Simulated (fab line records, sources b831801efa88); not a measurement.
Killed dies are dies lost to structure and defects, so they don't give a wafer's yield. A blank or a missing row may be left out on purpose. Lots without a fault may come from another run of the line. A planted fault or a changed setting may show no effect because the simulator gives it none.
Chamber matching | flow gf180mcu | GF_STI_CMP_25 on cmp-02: 4 sister chambers
The step polishes, stops on Si3N4, t overpolish 33 s, target thk 524.6 nm. 4 wafers are shown with their chamber, then 7 later ones without.

WAFERS WITH THEIR CHAMBER
wafer  | chamber | motor_current_A (A)
L953.6 | 3       | 9.2
L957.1 | 2       | 14.1
L960.1 | 0       | 11.9
L960.2 | 1       | 13.8

WAFERS WITHOUT THEIR CHAMBER
wafer  | motor_current_A (A)
L960.6 | 13.7
L968.1 | 13.4
L968.2 | 12.3
L968.4 | 9.4
L975.2 | 9.9
L975.3 | 12.0
L975.6 | 13.1

WHICH CHAMBER EACH WENT THROUGH
wafer  | from the rows above          | in truth
L960.6 | can't be placed: 1 or 2      | 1
L968.1 | can't be placed: 1 or 2      | 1
L968.2 | 0                            | 0
L968.4 | 3                            | 3
L975.2 | 3                            | 3
L975.3 | 0                            | 0
L975.6 | can't be placed: 1 or 2 or 0 | 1
Placed correctly: 4 of 7. Can't be placed from these rows: 3 (the true chamber is among the candidates in 3). Placed wrongly: 0.
How it was worked out, from the rows above alone: a wafer's distance from a chamber is the root of the sum, over the readings, of the square of ((its reading less the chamber's mean) divided by the reading's scatter). The wafer belongs to the nearest chamber; if the next one is less than 2 further off, it can't be placed. A chamber's mean is the mean of its shown wafers. The scatter: with one shown wafer a chamber, the root of the mean of the squares of how far each hidden wafer lies from its nearest shown one.
